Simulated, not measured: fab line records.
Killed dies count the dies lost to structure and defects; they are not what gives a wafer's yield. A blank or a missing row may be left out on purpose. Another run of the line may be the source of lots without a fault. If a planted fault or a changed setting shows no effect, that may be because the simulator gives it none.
fab line records	flow gf180mcu
record lots=24	wafers=72	last_day=34
route steps=602 shown STI@23 VT_IMPLANT@100 NWELL@137 M4@473 MIM@504 TOP_METAL@567
lots untouched by any fault: they come from a run of this same line in which no faults occurred
start_h: hours from the record's opening day to when the first of the lot's shown wafers began	wait_h: time in hours since the lot's previous step	" as in the row above	L1.1+2: one row covering several wafers at once	- value missing, or start not given	* or withheld: withheld	< > ~ a bound
route shown NAME@n: a module of which the file shows steps, and the number in the route of the first	usual: average and standard deviation across the fault-free wafers	same: alike in all rows	chamber/n: place in a boat	sites: readings site by site	_std_site: standard deviation of those values	_edge_site: the outer-site mean with the inner-site mean subtracted	radius_mm: for every site, how far away it sits from the centre of the wafer	mask NAME#n: copy n	behind: tool/chamber where the wafer was last shaped	hold: what put the lot on hold/how long, in hours/how the hold closed	device: whichever transistor did not switch (one of n, p or np)	end of line: at the end of the route, the tests of the same wafers	a step given without rows: its recipe and nothing more	killed: dies lost to structure and defects at the first sort, not the wafer's yield	map: dies across one wafer; x = killed, . = not, _ = none there
set.NAME: the setting that was run; set.NAME@STEP: the one run at that earlier step	model.NAME: the simulator's own value behind a step, which no gauge read
route steps across a sampled set of lots; one table per step, one row per wafer
services: the hour from which a tool's chamber was out of use, counted from the record's first day as start_h (under 0 if before that day), plus the number of hours and why
## steps
# step GF_STI_THK_MEAS_22
# recipe reads=SiO2_of_STI_OXIDATION_21
# usual STI_OXIDATION_01_THK=14.9/0.35
lot.wafer	tool	chamber	start_h	wait_h	STI_OXIDATION_01_THK[nm]
L074.1	film_metro-01	-	28.53	0.0	15.4
L074.5	"	-	"	"	15.1
L074.6	"	-	"	"	15.3
L075.1	film_metro-02	-	33.72	0.0	14.9
L075.3	"	-	"	"	14.8
L075.5	"	-	"	"	14.8
L076.1	film_metro-02	-	37.86	0.0	14.4
L076.2	"	-	"	"	14.7
L076.6	"	-	"	"	14.5
L077.1	film_metro-04	-	45.04	0.0	14.9
L077.2	"	-	"	"	14.9
L077.4	"	-	"	"	14.7
L078.2	film_metro-04	-	48.67	0.0	14.7
L078.5	"	-	"	"	14.4
L078.6	"	-	"	"	14.5
L079.1	film_metro-04	-	52.70	0.0	14.4
L079.4	"	-	"	"	14.4
L079.6	"	-	"	"	14.5
L080.2	film_metro-04	-	58.28	0.0	15.1
L080.5	"	-	"	"	14.9
L080.6	"	-	"	"	14.9
L081.1	film_metro-02	-	63.63	0.0	13.8
L081.3	"	-	"	"	14.1
L081.4	"	-	"	"	13.8
L082.1	film_metro-01	-	68.79	0.0	15.1
L082.3	"	-	"	"	14.9
L082.4	"	-	"	"	15.2
L083.4	film_metro-04	-	74.68	0.0	14.5
L083.5	"	-	"	"	14.8
L083.6	"	-	"	"	14.6
L084.1	film_metro-04	-	80.25	0.0	14.9
L084.4	"	-	"	"	15.1
L084.5	"	-	"	"	14.7
L085.1	film_metro-01	-	85.32	0.0	15.0
L085.2	"	-	"	"	14.8
L085.5	"	-	"	"	14.8
L086.4	film_metro-04	-	89.28	0.0	15.2
L086.5	"	-	"	"	15.0
L086.6	"	-	"	"	15.3
L087.1	film_metro-02	-	95.06	0.0	15.1
L087.3	"	-	"	"	14.9
L087.4	"	-	"	"	15.0
L088.1	film_metro-04	-	99.09	0.0	15.4
L088.3	"	-	"	"	15.5
L088.4	"	-	"	"	15.6
L089.1	film_metro-04	-	104.80	0.0	15.1
L089.3	"	-	"	"	15.2
L089.4	"	-	"	"	15.2
L090.4	film_metro-04	-	109.12	0.0	15.2
L090.5	"	-	"	"	14.9
L090.6	"	-	"	"	15.0
L091.1	film_metro-01	-	115.49	0.0	15.0
L091.3	"	-	"	"	14.9
L091.5	"	-	"	"	15.0
L092.2	film_metro-04	-	119.57	0.0	15.3
L092.3	"	-	"	"	15.1
L092.5	"	-	"	"	15.3
L093.1	film_metro-02	-	124.61	0.0	15.1
L093.2	"	-	"	"	14.8
L093.6	"	-	"	"	14.8
L094.1	film_metro-04	-	130.00	0.0	14.8
L094.2	"	-	"	"	15.1
L094.4	"	-	"	"	14.8
L095.1	film_metro-01	-	135.46	0.0	15.1
L095.2	"	-	"	"	15.2
L095.3	"	-	"	"	15.4
L096.2	film_metro-02	-	140.56	0.0	15.3
L096.3	"	-	"	"	15.3
L096.6	"	-	"	"	15.3
L097.1	film_metro-01	-	146.22	0.0	14.5
L097.2	"	-	"	"	14.7
L097.3	"	-	"	"	14.6
# step GF_VT_IMPLANT_TW_MEAS_10
# usual VT_IMPLANT_TW=561/4.6
lot.wafer	tool	chamber	start_h	wait_h	VT_IMPLANT_TW
L074.1	film_metro-02	-	113.34	0.1	561
L074.5	"	-	"	"	559
L074.6	"	-	"	"	559
L075.1	film_metro-04	-	118.29	0.1	566
L075.3	"	-	"	"	565
L075.5	"	-	"	"	560
L076.1	film_metro-04	-	122.39	0.1	563
L076.2	"	-	"	"	562
L076.6	"	-	"	"	561
L077.1	film_metro-02	-	130.86	0.1	557
L077.2	"	-	"	"	559
L077.4	"	-	"	"	559
L078.2	film_metro-03	-	135.15	0.1	557
L078.5	"	-	"	"	557
L078.6	"	-	"	"	556
L079.1	film_metro-04	-	142.66	0.1	563
L079.4	"	-	"	"	565
L079.6	"	-	"	"	557
L080.2	film_metro-02	-	147.70	0.1	562
L080.5	"	-	"	"	563
L080.6	"	-	"	"	562
L081.1	film_metro-03	-	153.94	0.1	553
L081.3	"	-	"	"	556
L081.4	"	-	"	"	556
L082.1	film_metro-02	-	159.94	0.1	560
L082.3	"	-	"	"	560
L082.4	"	-	"	"	560
L083.4	film_metro-04	-	168.97	0.1	565
L083.5	"	-	"	"	565
L083.6	"	-	"	"	567
L084.1	film_metro-04	-	175.11	0.1	565
L084.4	"	-	"	"	563
L084.5	"	-	"	"	564
L085.1	film_metro-03	-	180.36	0.1	553
L085.2	"	-	"	"	554
L085.5	"	-	"	"	555
L086.4	film_metro-04	-	185.39	0.1	566
L086.5	"	-	"	"	566
L086.6	"	-	"	"	566
L087.1	film_metro-04	-	192.36	0.1	561
L087.3	"	-	"	"	566
L087.4	"	-	"	"	563
L088.1	film_metro-03	-	197.44	0.1	557
L088.3	"	-	"	"	553
L088.4	"	-	"	"	552
L089.1	film_metro-04	-	202.81	0.1	565
L089.3	"	-	"	"	562
L089.4	"	-	"	"	563
L090.4	film_metro-04	-	207.97	0.1	565
L090.5	"	-	"	"	565
L090.6	"	-	"	"	563
L091.1	film_metro-03	-	216.49	0.1	558
L091.3	"	-	"	"	558
L091.5	"	-	"	"	559
L092.2	film_metro-04	-	220.97	0.1	570
L092.3	"	-	"	"	566
L092.5	"	-	"	"	568
L093.1	film_metro-02	-	227.44	0.1	561
L093.2	"	-	"	"	563
L093.6	"	-	"	"	563
L094.1	film_metro-04	-	232.97	0.1	572
L094.2	"	-	"	"	567
L094.4	"	-	"	"	568
L095.1	film_metro-03	-	241.84	0.1	552
L095.2	"	-	"	"	554
L095.3	"	-	"	"	555
L096.2	film_metro-02	-	246.77	0.1	561
L096.3	"	-	"	"	561
L096.6	"	-	"	"	561
L097.1	film_metro-02	-	255.51	0.1	561
L097.2	"	-	"	"	559
L097.3	"	-	"	"	560
# step GF_VT_IMPLANT_RS_MEAS_47
# recipe thk_meas_gauge=four-point-probe
# usual NWELL_RS=487.6/1.4
lot.wafer	tool	chamber	start_h	wait_h	NWELL_RS[ohm/sq]
L074.1	film_metro-03	-	159.67	0.1	487.8
L074.5	"	-	"	"	488.7
L074.6	"	-	"	"	487.5
L075.1	film_metro-01	-	164.39	0.1	486.7
L075.3	"	-	"	"	487.5
L075.5	"	-	"	"	487.4
L076.1	film_metro-03	-	170.07	0.1	487.1
L076.2	"	-	"	"	487.4
L076.6	"	-	"	"	488.0
L077.1	film_metro-02	-	178.24	0.1	489.3
L077.2	"	-	"	"	488.4
L077.4	"	-	"	"	489.4
L078.2	film_metro-03	-	183.74	0.1	486.0
L078.5	"	-	"	"	486.2
L078.6	"	-	"	"	486.0
L079.1	film_metro-01	-	191.52	0.1	488.7
L079.4	"	-	"	"	488.6
L079.6	"	-	"	"	488.8
L080.2	film_metro-01	-	197.09	0.1	487.2
L080.5	"	-	"	"	488.4
L080.6	"	-	"	"	487.3
L081.1	film_metro-01	-	203.92	0.1	487.8
L081.3	"	-	"	"	487.3
L081.4	"	-	"	"	486.9
L082.1	film_metro-03	-	210.34	0.1	487.2
L082.3	"	-	"	"	485.7
L082.4	"	-	"	"	486.8
L083.4	film_metro-02	-	220.43	0.1	487.1
L083.5	"	-	"	"	488.7
L083.6	"	-	"	"	488.0
L084.1	film_metro-01	-	226.69	0.1	487.8
L084.4	"	-	"	"	488.6
L084.5	"	-	"	"	486.6
L085.1	film_metro-01	-	232.87	0.1	485.5
L085.2	"	-	"	"	487.5
L085.5	"	-	"	"	486.2
L086.4	film_metro-01	-	237.99	0.1	489.7
L086.5	"	-	"	"	486.9
L086.6	"	-	"	"	487.6
L087.1	film_metro-02	-	246.14	0.1	490.1
L087.3	"	-	"	"	488.9
L087.4	"	-	"	"	488.4
L088.1	film_metro-02	-	251.73	0.1	484.1
L088.3	"	-	"	"	484.5
L088.4	"	-	"	"	484.9
L089.1	film_metro-03	-	257.07	0.1	487.8
L089.3	"	-	"	"	488.0
L089.4	"	-	"	"	487.2
L090.4	film_metro-02	-	262.55	0.1	485.8
L090.5	"	-	"	"	487.7
L090.6	"	-	"	"	487.2
L091.1	film_metro-02	-	273.02	0.1	487.5
L091.3	"	-	"	"	489.4
L091.5	"	-	"	"	488.2
L092.2	film_metro-02	-	277.55	0.1	491.1
L092.3	"	-	"	"	488.2
L092.5	"	-	"	"	489.9
L093.1	film_metro-02	-	284.57	0.1	489.4
L093.2	"	-	"	"	488.5
L093.6	"	-	"	"	489.6
L094.1	film_metro-03	-	289.47	0.1	486.0
L094.2	"	-	"	"	486.5
L094.4	"	-	"	"	487.4
L095.1	film_metro-01	-	300.39	0.1	490.3
L095.2	"	-	"	"	489.7
L095.3	"	-	"	"	489.4
L096.2	film_metro-03	-	306.21	0.1	486.9
L096.3	"	-	"	"	485.6
L096.6	"	-	"	"	485.6
L097.1	film_metro-02	-	316.49	0.1	485.8
L097.2	"	-	"	"	484.8
L097.3	"	-	"	"	484.6
# step GF_M4_STRIP_17
# recipe chemistry=O2/N2	power_w=1400	pressure_mtorr=1500	platen_temp_c=250	o2_flow_sccm=3000	n2_flow_sccm=300	overash_fraction=0.5
# usual drypump_motor_current_A=6.3/0.35	heater_power_w=336/46	oes_product_au=0.546/0.0048	strip_time_to_endpoint_s=7.59/0.042
lot.wafer	tool	chamber	start_h	wait_h	drypump_motor_current_A	heater_power_w	oes_product_au	rf_hours_counter_h	strip_time_to_endpoint_s
L074.1	plasma_asher-02	1	541.52	0.1	5.5	351	0.551	46	7.62
L074.5	"	1	"	"	5.4	343	0.544	-	7.61
L074.6	"	0	"	"	6.8	320	0.550	-	7.61
L075.1	plasma_asher-04	1	545.97	0.1	6.1	389	0.542	12	7.65
L075.3	"	0	"	"	6.1	332	0.550	-	7.63
L075.5	"	0	"	"	6.1	328	0.547	-	7.60
L076.1	plasma_asher-01	0	554.59	0.1	6.2	384	0.554	73	7.56
L076.2	"	1	"	"	6.6	266	0.546	73	7.56
L076.6	"	0	"	"	6.3	397	0.544	-	7.54
L077.1	plasma_asher-01	1	566.87	0.1	6.6	267	0.547	74	7.63
L077.2	"	0	"	"	6.2	391	0.547	74	7.61
L077.4	"	0	"	"	6.3	385	0.546	-	7.60
L078.2	plasma_asher-01	0	573.19	0.1	6.3	379	0.545	75	7.66
L078.5	"	1	"	"	6.6	267	0.550	-	7.62
L078.6	"	0	"	"	6.2	387	0.538	-	7.61
L079.1	plasma_asher-02	0	582.17	0.1	6.7	332	0.540	51	7.62
L079.4	"	1	"	"	5.4	335	0.545	-	7.56
L079.6	"	1	"	"	5.4	345	0.542	-	7.56
L080.2	plasma_asher-01	0	587.42	0.1	6.3	394	0.548	76	7.58
L080.5	"	0	"	"	6.3	390	0.542	-	7.61
L080.6	"	1	"	"	6.6	268	0.549	-	7.57
L081.1	plasma_asher-02	1	596.44	0.1	5.4	340	0.550	53	7.56
L081.3	"	1	"	"	5.4	352	0.533	-	7.54
L081.4	"	0	"	"	6.7	328	0.546	-	7.56
L082.1	plasma_asher-01	1	604.83	0.1	6.6	266	0.539	78	7.53
L082.3	"	0	"	"	6.3	384	0.546	-	7.53
L082.4	"	1	"	"	6.6	264	0.548	-	7.58
L083.4	plasma_asher-04	1	617.67	0.1	6.1	378	0.546	-	7.59
L083.5	"	1	"	"	6.1	378	0.547	-	7.58
L083.6	"	0	"	"	6.1	329	0.552	-	7.62
L084.1	plasma_asher-04	0	620.79	0.1	6.1	332	0.539	21	7.54
L084.4	"	0	"	"	6.1	330	0.535	-	7.53
L084.5	"	0	"	"	6.1	337	0.533	-	7.52
L085.1	plasma_asher-01	0	632.77	0.1	6.2	388	0.544	79	7.66
L085.2	"	1	"	"	6.6	262	0.547	79	7.56
L085.5	"	0	"	"	6.2	382	0.547	-	7.61
L086.4	plasma_asher-01	1	635.80	0.1	6.6	268	0.551	-	7.56
L086.5	"	0	"	"	6.2	380	0.544	-	7.58
L086.6	"	1	"	"	6.6	269	0.550	-	7.56
L087.1	plasma_asher-04	0	643.19	0.1	6.1	333	0.546	23	7.64
L087.3	"	1	"	"	6.1	383	0.551	-	7.70
L087.4	"	0	"	"	6.1	337	0.550	-	7.65
L088.1	plasma_asher-01	0	648.18	0.1	6.2	384	0.542	81	7.56
L088.3	"	0	"	"	6.3	397	0.544	-	7.51
L088.4	"	1	"	"	6.6	263	0.536	-	7.56
L089.1	plasma_asher-01	0	655.54	0.1	6.2	377	0.547	82	7.56
L089.3	"	1	"	"	6.6	258	0.547	-	7.52
L089.4	"	0	"	"	6.3	386	0.551	-	7.57
L090.4	plasma_asher-02	1	662.15	0.1	5.4	346	0.548	-	7.58
L090.5	"	0	"	"	6.7	319	0.544	-	7.58
L090.6	"	1	"	"	5.5	344	0.547	-	7.63
L091.1	plasma_asher-04	0	674.55	0.2	6.1	331	0.543	26	7.49
L091.3	"	1	"	"	6.1	376	0.541	-	7.52
L091.5	"	1	"	"	6.1	375	0.548	-	7.57
L092.2	plasma_asher-04	0	677.11	0.2	6.1	332	0.543	27	7.52
L092.3	"	1	"	"	6.1	380	0.542	-	7.54
L092.5	"	0	"	"	6.1	323	0.546	-	7.54
L093.1	plasma_asher-01	1	686.86	0.2	6.6	264	0.540	85	7.59
L093.2	"	0	"	"	6.2	376	0.552	85	7.57
L093.6	"	1	"	"	6.6	265	0.548	-	7.59
L094.1	plasma_asher-01	0	691.76	0.2	6.2	387	0.546	86	7.63
L094.2	"	1	"	"	6.6	264	0.555	86	7.64
L094.4	"	0	"	"	6.2	392	0.547	-	7.60
L095.1	plasma_asher-01	0	697.10	0.2	6.2	379	0.541	87	7.66
L095.2	"	1	"	"	6.6	270	0.551	87	7.62
L095.3	"	0	"	"	6.2	378	0.545	-	7.60
L096.2	plasma_asher-02	1	700.26	0.2	5.5	342	0.542	64	7.59
L096.3	"	0	"	"	6.7	320	0.537	-	7.59
L096.6	"	1	"	"	5.5	339	0.539	-	7.54
L097.1	plasma_asher-04	1	714.33	0.1	6.1	381	0.539	30	7.60
L097.2	"	0	"	"	6.2	330	0.553	30	7.61
L097.3	"	0	"	"	6.1	327	0.551	-	7.63
# step GF_MIM_SPUTTER_01
# recipe material=TiN	target_thk_nm=30	power_w=6500	time_s=25	chamber_pressure_pa=0.4
# usual cathode_dc_power_W=6500.1/1.3	throttle_valve_pct=30.0/0.97
# same time_s=25
lot.wafer	tool	chamber	start_h	wait_h	cathode_dc_power_W	throttle_valve_pct
L074.1	pvd_sputter-03	-	566.15	0.1	6500.5	31.6
L074.5	"	-	"	"	6501.1	30.6
L074.6	"	-	"	"	6499.8	31.8
L075.1	pvd_sputter-03	-	570.55	0.1	6500.9	30.5
L075.3	"	-	"	"	6497.6	28.2
L075.5	"	-	"	"	6499.3	27.9
L076.1	pvd_sputter-04	-	579.63	0.1	6498.8	28.9
L076.2	"	-	"	"	6497.2	30.1
L076.6	"	-	"	"	6500.2	30.0
L077.1	pvd_sputter-04	-	590.63	0.1	6499.8	29.7
L077.2	"	-	"	"	6499.3	30.0
L077.4	"	-	"	"	6499.8	29.9
L078.2	pvd_sputter-04	-	597.92	0.1	6498.6	29.4
L078.5	"	-	"	"	6499.9	29.4
L078.6	"	-	"	"	6498.8	30.7
L079.1	pvd_sputter-02	-	605.24	0.1	6501.4	29.4
L079.4	"	-	"	"	6500.2	29.0
L079.6	"	-	"	"	6499.4	30.9
L080.2	pvd_sputter-04	-	611.09	0.1	6498.7	30.5
L080.5	"	-	"	"	6500.5	30.0
L080.6	"	-	"	"	6499.8	30.8
L081.1	pvd_sputter-04	-	619.91	0.1	6499.5	28.8
L081.3	"	-	"	"	6500.2	30.8
L081.4	"	-	"	"	6501.1	29.6
L082.1	pvd_sputter-04	-	628.49	0.1	6498.1	30.4
L082.3	"	-	"	"	6500.8	30.4
L082.4	"	-	"	"	6500.4	29.3
L083.4	pvd_sputter-03	-	640.84	0.1	6501.5	30.1
L083.5	"	-	"	"	6500.2	31.7
L083.6	"	-	"	"	6499.3	30.1
L084.1	pvd_sputter-02	-	644.36	0.1	6498.5	30.6
L084.4	"	-	"	"	6499.6	30.3
L084.5	"	-	"	"	6497.6	29.5
L085.1	pvd_sputter-04	-	655.20	0.1	6500.4	28.7
L085.2	"	-	"	"	6499.4	29.5
L085.5	"	-	"	"	6499.6	28.8
L086.4	pvd_sputter-04	-	658.81	0.1	6499.9	30.5
L086.5	"	-	"	"	6500.6	29.6
L086.6	"	-	"	"	6500.3	30.7
L087.1	pvd_sputter-04	-	665.86	0.1	6500.1	30.3
L087.3	"	-	"	"	6503.5	28.8
L087.4	"	-	"	"	6499.1	30.7
L088.1	pvd_sputter-02	-	670.44	0.1	6496.9	29.4
L088.3	"	-	"	"	6502.3	30.8
L088.4	"	-	"	"	6499.9	30.9
L089.1	pvd_sputter-03	-	678.10	0.1	6498.2	30.0
L089.3	"	-	"	"	6500.9	30.8
L089.4	"	-	"	"	6498.8	31.6
L090.4	pvd_sputter-02	-	684.44	0.1	6500.5	31.1
L090.5	"	-	"	"	6501.2	29.4
L090.6	"	-	"	"	6498.6	30.9
L091.1	pvd_sputter-03	-	697.18	0.1	6502.5	28.2
L091.3	"	-	"	"	6501.6	30.5
L091.5	"	-	"	"	6500.3	31.5
L092.2	pvd_sputter-02	-	699.49	0.1	6499.7	29.5
L092.3	"	-	"	"	6500.0	31.1
L092.5	"	-	"	"	6502.5	30.7
L093.1	pvd_sputter-02	-	707.88	0.1	6499.7	30.9
L093.2	"	-	"	"	6499.7	29.3
L093.6	"	-	"	"	6499.5	31.0
L094.1	pvd_sputter-04	-	714.20	0.1	6500.7	30.4
L094.2	"	-	"	"	6500.6	28.8
L094.4	"	-	"	"	6500.1	28.8
L095.1	pvd_sputter-02	-	718.47	0.1	6500.2	29.8
L095.2	"	-	"	"	6500.8	28.7
L095.3	"	-	"	"	6502.3	31.0
L096.2	pvd_sputter-03	-	721.12	0.1	6500.5	30.3
L096.3	"	-	"	"	6500.7	31.5
L096.6	"	-	"	"	6499.8	28.1
L097.1	pvd_sputter-03	-	734.66	0.1	6499.3	30.5
L097.2	"	-	"	"	6500.6	27.9
L097.3	"	-	"	"	6498.6	30.0
# step GF_TOP_METAL_SPUTTER_00
# recipe material=Ti	target_thk_nm=37.5	arriving_ion_energy_ev=80	substrate_temp_c=200	chamber_pressure_pa=2	power_w=4000	time_s=150
# usual cathode_dc_power_W=4000.0/0.67	substrate_temp_c=199.99/0.17	throttle_valve_pct=29.9/1.1
# same time_s=150
lot.wafer	tool	chamber	start_h	wait_h	cathode_dc_power_W	substrate_temp_c	throttle_valve_pct
L074.1	pvd_sputter-03	-	632.74	0.2	4000.2	199.92	31.4
L074.5	"	-	"	"	4000.8	200.09	31.5
L074.6	"	-	"	"	4000.1	200.11	30.6
L075.1	pvd_sputter-03	-	636.57	0.2	3999.2	200.04	31.6
L075.3	"	-	"	"	3999.8	200.14	30.2
L075.5	"	-	"	"	4000.4	200.22	30.6
L076.1	pvd_sputter-01	-	645.02	0.1	3999.5	199.99	28.8
L076.2	"	-	"	"	3999.8	199.96	30.6
L076.6	"	-	"	"	4000.3	200.08	29.7
L077.1	pvd_sputter-04	-	655.85	0.2	4000.1	200.00	28.9
L077.2	"	-	"	"	3999.1	199.93	30.2
L077.4	"	-	"	"	4001.3	200.09	29.3
L078.2	pvd_sputter-03	-	663.69	0.2	4000.1	200.06	30.1
L078.5	"	-	"	"	4000.6	200.03	29.8
L078.6	"	-	"	"	3999.8	199.95	31.6
L079.1	pvd_sputter-01	-	668.04	0.2	4000.6	200.30	30.5
L079.4	"	-	"	"	4000.3	200.07	29.8
L079.6	"	-	"	"	4000.8	200.17	29.9
L080.2	pvd_sputter-03	-	674.49	0.2	3999.7	199.85	31.4
L080.5	"	-	"	"	4000.6	199.90	30.4
L080.6	"	-	"	"	4000.3	199.95	30.2
L081.1	pvd_sputter-01	-	682.24	0.1	4000.6	200.03	27.9
L081.3	"	-	"	"	4000.5	200.06	29.0
L081.4	"	-	"	"	3999.7	200.34	30.7
L082.1	pvd_sputter-03	-	689.92	0.2	3999.0	199.67	30.3
L082.3	"	-	"	"	3999.8	200.29	28.0
L082.4	"	-	"	"	3999.3	200.20	30.1
L083.4	pvd_sputter-03	-	702.99	0.2	4000.1	199.92	28.2
L083.5	"	-	"	"	4000.2	199.99	31.6
L083.6	"	-	"	"	4000.7	200.02	28.0
L084.1	pvd_sputter-03	-	705.57	0.2	4000.3	199.99	31.2
L084.4	"	-	"	"	4001.0	200.14	30.0
L084.5	"	-	"	"	4000.7	200.06	30.2
L085.1	pvd_sputter-04	-	716.69	0.2	4000.5	199.91	30.2
L085.2	"	-	"	"	4000.8	200.05	30.9
L085.5	"	-	"	"	3999.5	200.01	30.5
L086.4	pvd_sputter-03	-	718.07	0.2	3999.2	199.85	30.3
L086.5	"	-	"	"	3999.9	200.05	30.3
L086.6	"	-	"	"	3999.6	199.79	28.3
L087.1	pvd_sputter-03	-	725.64	0.1	3999.6	199.79	30.0
L087.3	"	-	"	"	3999.5	200.05	28.4
L087.4	"	-	"	"	4000.2	199.77	31.5
L088.1	pvd_sputter-04	-	729.53	0.1	4000.7	200.00	28.5
L088.3	"	-	"	"	4000.3	199.62	30.8
L088.4	"	-	"	"	3999.7	200.12	30.0
L089.1	pvd_sputter-03	-	736.68	0.2	4000.5	200.01	27.8
L089.3	"	-	"	"	3999.0	200.19	30.3
L089.4	"	-	"	"	3999.0	199.85	31.5
L090.4	pvd_sputter-03	-	742.52	0.2	4000.8	199.92	30.4
L090.5	"	-	"	"	4000.1	199.88	31.9
L090.6	"	-	"	"	3999.9	199.89	30.2
L091.1	pvd_sputter-03	-	752.82	0.1	3998.0	200.05	29.9
L091.3	"	-	"	"	4000.5	199.97	30.6
L091.5	"	-	"	"	3999.6	199.94	30.4
L092.2	pvd_sputter-04	-	754.78	0.2	3999.9	199.87	28.7
L092.3	"	-	"	"	3999.2	200.12	31.1
L092.5	"	-	"	"	3999.6	199.83	28.8
L093.1	pvd_sputter-04	-	762.51	0.2	3999.9	200.01	29.8
L093.2	"	-	"	"	4000.8	199.98	30.6
L093.6	"	-	"	"	3999.6	200.04	28.9
L094.1	pvd_sputter-01	-	769.19	0.1	3998.7	200.01	29.0
L094.2	"	-	"	"	4000.8	200.18	27.8
L094.4	"	-	"	"	3999.7	199.89	30.6
L095.1	pvd_sputter-03	-	772.15	0.1	3999.2	199.73	28.2
L095.2	"	-	"	"	4000.7	199.70	31.6
L095.3	"	-	"	"	4000.4	200.08	30.1
L096.2	pvd_sputter-04	-	775.51	0.1	4000.2	200.09	29.9
L096.3	"	-	"	"	4000.5	200.02	30.7
L096.6	"	-	"	"	4000.9	199.88	29.6
L097.1	pvd_sputter-03	-	786.98	0.1	3999.3	200.02	31.3
L097.2	"	-	"	"	4000.3	199.71	27.8
L097.3	"	-	"	"	3999.0	199.65	30.1
## services
tool	chamber	start_h	hours	kind
pvd_sputter-03	1	536.63	-	consumable_replace:kit
pvd_sputter-03	1	536.63	18.0	scheduled_down
pvd_sputter-03	1	536.63	18.0	vent_cycle
plasma_asher-04	-	553.07	0.7	repair
plasma_asher-01	-	553.24	1.3	repair
pvd_sputter-01	-	562.10	11.0	repair
pvd_sputter-02	-	574.70	1.9	repair
plasma_asher-04	-	582.71	0.6	repair
pvd_sputter-04	3	583.83	-	consumable_replace:kit
pvd_sputter-04	3	583.83	18.0	scheduled_down
pvd_sputter-01	-	600.53	6.9	repair
plasma_asher-04	-	605.81	1.6	repair
plasma_asher-01	-	613.98	14.6	pm
pvd_sputter-03	0	640.96	-	consumable_replace:kit
pvd_sputter-03	0	640.96	18.0	scheduled_down
pvd_sputter-03	0	640.96	18.0	vent_cycle
pvd_sputter-03	-	729.49	1.9	repair
plasma_asher-01	-	739.12	1.3	repair
pvd_sputter-03	3	739.57	-	consumable_replace:kit
pvd_sputter-03	3	739.57	18.0	scheduled_down
pvd_sputter-03	3	739.57	18.0	vent_cycle
pvd_sputter-01	-	740.02	1.0	repair
pvd_sputter-01	-	763.42	2.4	repair
plasma_asher-01	-	773.07	28.1	pm
## key
fault none
